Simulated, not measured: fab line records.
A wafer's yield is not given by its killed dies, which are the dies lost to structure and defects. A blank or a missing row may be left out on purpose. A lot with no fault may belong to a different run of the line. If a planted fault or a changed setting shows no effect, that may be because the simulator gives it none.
Comparing a struck lot with a sound one + flow gf180mcu + 14 steps out of a route of 602
Sound: wafers L799.2, L799.4, L799.6. Wafers struck: L790.1, L790.4, L790.5. The cause is named last.
Each step with rows lists, per side, the tool, then ch with its chambers, then its first start. Under that, the readings that differ: sound wafers + struck wafers + difference of the means + sigmas: that difference in standard deviations of wafers without a fault.
alike: a reading whose means differ by less than 2 such deviations, as well as words and numbers matching on both sides. not compared: withheld readings; readings where some wafer has no value; bounds like >300 that might hide an equal value; numbers whose values overlap and for which the record gives no deviation.
Wherever a step has rows on one side only, a row that says differs or no value, or a row with sigmas, the two part there. When numbers do not overlap yet have no deviation, they are printed without sigmas and do not part them. A reading missing from all wafers of one side parts the sides only when that side holds two or more wafers.

GF_V5_CMP_26: polishes, stops on SiO2, t overpolish 15 s, target thk 0 nm.
  sound on cmp-01 ch 0,2,3, day 33 03:37; struck on cmp-01 ch 0,1,3, day 30 21:42
  alike: motor-current-A, overpolish-run-s, platen-rpm, time-to-endpoint-s
GF_TOP_METAL_SPUTTER_00: material Ti, target thk 37.5 nm, time 150 s.
  sound on pvd-sputter-04, day 33 03:55; struck on pvd-sputter-04, day 30 22:00
  alike: throttle-valve-pct
GF_TOP_METAL_SPUTTER_01: material TiN, target thk 30 nm, time 25 s.
  sound on pvd-sputter-04, day 33 04:01; struck on pvd-sputter-04, day 30 22:06
  alike: throttle-valve-pct
GF_TOP_METAL_SPUTTER_02: material AlCu, target thk 900 nm, time 47.82 s.
  sound on pvd-sputter-04, day 33 04:03; struck on pvd-sputter-04, day 30 22:08
  alike: throttle-valve-pct
then, 1 step without rows for these wafers: GF_TOP_METAL_SPUTTER_03 (material Ti, target thk 5 nm, time 3.3 s).
GF_TOP_METAL_SPUTTER_04: material TiN, target thk 25 nm, time 20.8 s.
  sound on pvd-sputter-04, day 33 04:07; struck on pvd-sputter-04, day 30 22:11
  alike: throttle-valve-pct
GF_TOP_METAL_RS_MEAS_05: measures by four-point-probe.
  sound on film-metro-03, day 33 04:10; struck on film-metro-03, day 30 22:17
  alike: TOP_METAL_ALCU_RS
GF_TOP_METAL_THK_MEAS_06: measures by xrf.
  sound on film-metro-03, day 33 04:16; struck on film-metro-03, day 30 22:25
  alike: TOP_METAL_ALCU_THK
then, 4 steps without rows for these wafers: GF_TOP_METAL_DEHYDRATE_07 (time 60 s); GF_TOP_METAL_HMDS_08 (prime time 60 s); GF_TOP_METAL_COAT_09 (resist thk 1500 nm); GF_TOP_METAL_SOFTBAKE_10 (time 60 s).
GF_TOP_METAL_EXPOSE_11: exposes mask MetalTop, target cd 440 nm.
  sound on iline-stepper-01 ch 0, day 33 11:53; struck on iline-stepper-01, day 31 07:25
  no value came back on the struck wafers for exposure-dose-mJ-cm2, focus-offset-nm (nm); on the sound wafers exposure-dose-mJ-cm2 reads 169.0 168.8 169.1
  alike: mask
next, for these wafers, 1 step has no rows: GF_TOP_METAL_PEB_12.

WHERE THEY PART
GF_TOP_METAL_EXPOSE_11 only, going by this record.

WHY: what had been put in by the simulator
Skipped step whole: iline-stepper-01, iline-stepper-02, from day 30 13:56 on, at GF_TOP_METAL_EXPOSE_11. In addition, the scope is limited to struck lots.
